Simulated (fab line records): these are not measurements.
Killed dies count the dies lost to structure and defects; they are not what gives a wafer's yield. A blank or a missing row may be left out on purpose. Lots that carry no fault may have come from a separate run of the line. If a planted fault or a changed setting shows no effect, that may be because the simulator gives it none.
Which of the tools did it? / flow gf180mcu / 14 lots, 42 wafers sampled, at 4 steps of a route of 602

WHAT EACH GAUGE READ, for each wafer
The record lacks any reading of a measuring or inspecting step that a usual standard deviation could be used to judge.

WHAT TOOL EACH LOT RAN ON (gives the tool, then ch and the chambers of the sampled wafers, and finally the start)
lot=L988; GF_V2_SPUTTER_21=pvd_sputter-02, day 20 22:52; GF_M3_METAL_ETCH_16=rie_metal-01 ch 0,1, day 21 23:28; GF_M4_SPUTTER_03=pvd_sputter-01, day 23 00:46; GF_M4_DEVELOP_13=litho_track-03 ch 0, day 23 23:23
lot=L990; GF_V2_SPUTTER_21=pvd_sputter-04, day 21 18:29; GF_M3_METAL_ETCH_16=rie_metal-04 ch 0,1, day 22 18:55; GF_M4_SPUTTER_03=pvd_sputter-04, day 23 20:52; GF_M4_DEVELOP_13=litho_track-01 ch 0, day 24 18:47
lot=L991; GF_V2_SPUTTER_21=pvd_sputter-04, day 22 06:23; GF_M3_METAL_ETCH_16=rie_metal-01 ch 0,1, day 23 06:37; GF_M4_SPUTTER_03=pvd_sputter-03, day 24 08:27; GF_M4_DEVELOP_13=litho_track-03 ch 0, day 25 05:54
lot=L992; GF_V2_SPUTTER_21=pvd_sputter-04, day 22 12:45; GF_M3_METAL_ETCH_16=rie_metal-03 ch 0,1, day 23 13:04; GF_M4_SPUTTER_03=pvd_sputter-04, day 24 15:01; GF_M4_DEVELOP_13=litho_track-03 ch 0, day 25 12:11
lot=L994; GF_V2_SPUTTER_21=pvd_sputter-02, day 23 04:08; GF_M3_METAL_ETCH_16=rie_metal-01 ch 0, day 24 03:14; GF_M4_SPUTTER_03=pvd_sputter-04, day 25 04:10; GF_M4_DEVELOP_13=litho_track-03 ch 0, day 26 01:21
lot=L995; GF_V2_SPUTTER_21=pvd_sputter-04, day 23 11:43; GF_M3_METAL_ETCH_16=rie_metal-04 ch 0,1, day 24 10:34; GF_M4_SPUTTER_03=pvd_sputter-03, day 25 11:37; GF_M4_DEVELOP_13=litho_track-03 ch 0, day 26 07:54
lot=L996; GF_V2_SPUTTER_21=pvd_sputter-02, day 23 23:35; GF_M3_METAL_ETCH_16=rie_metal-03 ch 0,1, day 24 22:17; GF_M4_SPUTTER_03=pvd_sputter-03, day 25 22:34; GF_M4_DEVELOP_13=litho_track-04 ch 0, day 26 19:13
lot=L997; GF_V2_SPUTTER_21=pvd_sputter-04, day 24 09:41; GF_M3_METAL_ETCH_16=rie_metal-04 ch 0,1, day 25 08:37; GF_M4_SPUTTER_03=pvd_sputter-03, day 26 07:47; GF_M4_DEVELOP_13=litho_track-03 ch 0, day 27 03:38
lot=L104; GF_V2_SPUTTER_21=pvd_sputter-02, day 26 13:16; GF_M3_METAL_ETCH_16=rie_metal-04 ch 0,1, day 27 10:43; GF_M4_SPUTTER_03=pvd_sputter-04, day 28 13:22; GF_M4_DEVELOP_13=litho_track-01, day 29 08:33
lot=L105; GF_V2_SPUTTER_21=pvd_sputter-02, day 26 16:56; GF_M3_METAL_ETCH_16=rie_metal-04 ch 0,1, day 27 14:29; GF_M4_SPUTTER_03=pvd_sputter-03, day 28 12:11; GF_M4_DEVELOP_13=litho_track-03, day 29 07:12
lot=L107; GF_V2_SPUTTER_21=pvd_sputter-02, day 27 12:52; GF_M3_METAL_ETCH_16=rie_metal-04 ch 0,1, day 28 09:13; GF_M4_SPUTTER_03=pvd_sputter-03, day 29 07:28; GF_M4_DEVELOP_13=litho_track-04 ch 0, day 30 01:22
lot=L106; GF_V2_SPUTTER_21=pvd_sputter-02, day 27 14:38; GF_M3_METAL_ETCH_16=rie_metal-01 ch 0,1, day 28 10:46; GF_M4_SPUTTER_03=pvd_sputter-04, day 29 08:32; GF_M4_DEVELOP_13=litho_track-01 ch 0, day 30 03:09
lot=L108; GF_V2_SPUTTER_21=pvd_sputter-01, day 27 16:04; GF_M3_METAL_ETCH_16=rie_metal-03 ch 0,1, day 28 13:10; GF_M4_SPUTTER_03=pvd_sputter-04, day 29 11:52; GF_M4_DEVELOP_13=litho_track-04 ch 0, day 30 06:46
lot=L109; GF_V2_SPUTTER_21=pvd_sputter-01, day 28 00:17; GF_M3_METAL_ETCH_16=rie_metal-04 ch 0,1, day 28 20:34; GF_M4_SPUTTER_03=pvd_sputter-01, day 29 18:20; GF_M4_DEVELOP_13=litho_track-01 ch 0, day 30 12:18
- GF_V2_SPUTTER_21: material Ti, target thk 15 nm, time 80.02 s.
- GF_M3_METAL_ETCH_16: etches the open film in Cl2/BCl3, stops on SiO2, target depth 627.5 nm, time 104.6 s.
- GF_M4_SPUTTER_03: material Ti, target thk 10 nm, time 6.7 s.
- GF_M4_DEVELOP_13: develop time 60 s.

WHAT THE TOOLS THEMSELVES READ (means of the sampled wafers that have a number; where no wafer has one, the mark that the record gives instead)
GF_V2_SPUTTER_21.
lot=L988; tool=pvd_sputter-02; throttle_valve_pct (%)=32.1
lot=L990; tool=pvd_sputter-04; throttle_valve_pct (%)=29.6
lot=L991; tool=pvd_sputter-04; throttle_valve_pct (%)=29.2
lot=L992; tool=pvd_sputter-04; throttle_valve_pct (%)=29.6
lot=L994; tool=pvd_sputter-02; throttle_valve_pct (%)=31.8
lot=L995; tool=pvd_sputter-04; throttle_valve_pct (%)=30.2
lot=L996; tool=pvd_sputter-02; throttle_valve_pct (%)=32.3
lot=L997; tool=pvd_sputter-04; throttle_valve_pct (%)=30.1
lot=L104; tool=pvd_sputter-02; throttle_valve_pct (%)=30.8
lot=L105; tool=pvd_sputter-02; throttle_valve_pct (%)=30.7
lot=L107; tool=pvd_sputter-02; throttle_valve_pct (%)=30.9
lot=L106; tool=pvd_sputter-02; throttle_valve_pct (%)=32.1
lot=L108; tool=pvd_sputter-01; throttle_valve_pct (%)=29.9
lot=L109; tool=pvd_sputter-01; throttle_valve_pct (%)=28.9

GF_M3_METAL_ETCH_16.
lot=L988; tool=rie_metal-01; drypump_motor_current_A (A)=5.8; oes_product_au (a.u.)=0.980; throttle_valve_pct (%)=28.239
lot=L990; tool=rie_metal-04; drypump_motor_current_A (A)=6.2; oes_product_au (a.u.)=0.973; throttle_valve_pct (%)=28.251
lot=L991; tool=rie_metal-01; drypump_motor_current_A (A)=5.4; oes_product_au (a.u.)=0.969; throttle_valve_pct (%)=28.243
lot=L992; tool=rie_metal-03; drypump_motor_current_A (A)=5.3; oes_product_au (a.u.)=0.972; throttle_valve_pct (%)=28.245
lot=L994; tool=rie_metal-01; drypump_motor_current_A (A)=6.2; oes_product_au (a.u.)=0.971; throttle_valve_pct (%)=28.253
lot=L995; tool=rie_metal-04; drypump_motor_current_A (A)=6.2; oes_product_au (a.u.)=0.973; throttle_valve_pct (%)=28.254
lot=L996; tool=rie_metal-03; drypump_motor_current_A (A)=5.1; oes_product_au (a.u.)=0.970; throttle_valve_pct (%)=28.252
lot=L997; tool=rie_metal-04; drypump_motor_current_A (A)=6.2; oes_product_au (a.u.)=0.977; throttle_valve_pct (%)=28.237
lot=L104; tool=rie_metal-04; drypump_motor_current_A (A)=6.2; oes_product_au (a.u.)=0.976; throttle_valve_pct (%)=28.248
lot=L105; tool=rie_metal-04; drypump_motor_current_A (A)=6.2; oes_product_au (a.u.)=0.977; throttle_valve_pct (%)=28.235
lot=L107; tool=rie_metal-04; drypump_motor_current_A (A)=6.2; oes_product_au (a.u.)=0.975; throttle_valve_pct (%)=28.249
lot=L106; tool=rie_metal-01; drypump_motor_current_A (A)=5.8; oes_product_au (a.u.)=0.971; throttle_valve_pct (%)=28.253
lot=L108; tool=rie_metal-03; drypump_motor_current_A (A)=5.4; oes_product_au (a.u.)=0.973; throttle_valve_pct (%)=28.255
lot=L109; tool=rie_metal-04; drypump_motor_current_A (A)=6.2; oes_product_au (a.u.)=0.972; throttle_valve_pct (%)=28.252

GF_M4_SPUTTER_03.
lot=L988; tool=pvd_sputter-01; throttle_valve_pct (%)=29.1
lot=L990; tool=pvd_sputter-04; throttle_valve_pct (%)=29.2
lot=L991; tool=pvd_sputter-03; throttle_valve_pct (%)=28.8
lot=L992; tool=pvd_sputter-04; throttle_valve_pct (%)=28.9
lot=L994; tool=pvd_sputter-04; throttle_valve_pct (%)=28.6
lot=L995; tool=pvd_sputter-03; throttle_valve_pct (%)=29.3
lot=L996; tool=pvd_sputter-03; throttle_valve_pct (%)=28.8
lot=L997; tool=pvd_sputter-03; throttle_valve_pct (%)=30.2
lot=L104; tool=pvd_sputter-04; throttle_valve_pct (%)=31.0
lot=L105; tool=pvd_sputter-03; throttle_valve_pct (%)=29.6
lot=L107; tool=pvd_sputter-03; throttle_valve_pct (%)=29.5
lot=L106; tool=pvd_sputter-04; throttle_valve_pct (%)=29.7
lot=L108; tool=pvd_sputter-04; throttle_valve_pct (%)=29.9
lot=L109; tool=pvd_sputter-01; throttle_valve_pct (%)=29.5

GF_M4_DEVELOP_13.
lot=L988; tool=litho_track-03; chill_plate_temp_C (C)=23.04
lot=L990; tool=litho_track-01; chill_plate_temp_C (C)=22.83
lot=L991; tool=litho_track-03; chill_plate_temp_C (C)=23.02
lot=L992; tool=litho_track-03; chill_plate_temp_C (C)=23.16
lot=L994; tool=litho_track-03; chill_plate_temp_C (C)=23.10
lot=L995; tool=litho_track-03; chill_plate_temp_C (C)=23.02
lot=L996; tool=litho_track-04; chill_plate_temp_C (C)=22.96
lot=L997; tool=litho_track-03; chill_plate_temp_C (C)=22.88
lot=L104; tool=litho_track-01; chill_plate_temp_C (C)=-
lot=L105; tool=litho_track-03; chill_plate_temp_C (C)=-
lot=L107; tool=litho_track-04; chill_plate_temp_C (C)=23.03
lot=L106; tool=litho_track-01; chill_plate_temp_C (C)=23.03
lot=L108; tool=litho_track-04; chill_plate_temp_C (C)=22.98
lot=L109; tool=litho_track-01; chill_plate_temp_C (C)=23.02

THE ANSWER, worked out from the rows above alone
Rule: the usual values come from the lots themselves. Put in order of their means at a reading, lots are off if they are a third of the lots or fewer, leave a main group of 4 or more, and stand apart from it by a gap of 3 or more times the standard deviation of the main group's means; of several such gaps the widest counts. The tables above print the reading to a certain number of digits; a main group whose means all agree to those digits is not used. A lot without any number at a reading at which 4 lots or more have one is off too. Where the step has rows for the other lots, those lots are counted as sound. After the gauges, taken in route order, come the tools' own readings; for these a lot's mean is taken, as printed above. At the first step where some lot is off, the reading lying furthest off is the one used; lots without a number count as furthest.
Off: L104, L105, at GF_M4_DEVELOP_13 (chill_plate_temp_C). Without a number there: L104, L105. The main group has a mean of 23.01 C with a standard deviation of 0.084.
If a tool, at that step or one of the process steps before it, ran each lot that is off and ran no sound lot following the first of them, it fits. None of those tried fits.

WHAT THE SIMULATOR HAD INSERTED
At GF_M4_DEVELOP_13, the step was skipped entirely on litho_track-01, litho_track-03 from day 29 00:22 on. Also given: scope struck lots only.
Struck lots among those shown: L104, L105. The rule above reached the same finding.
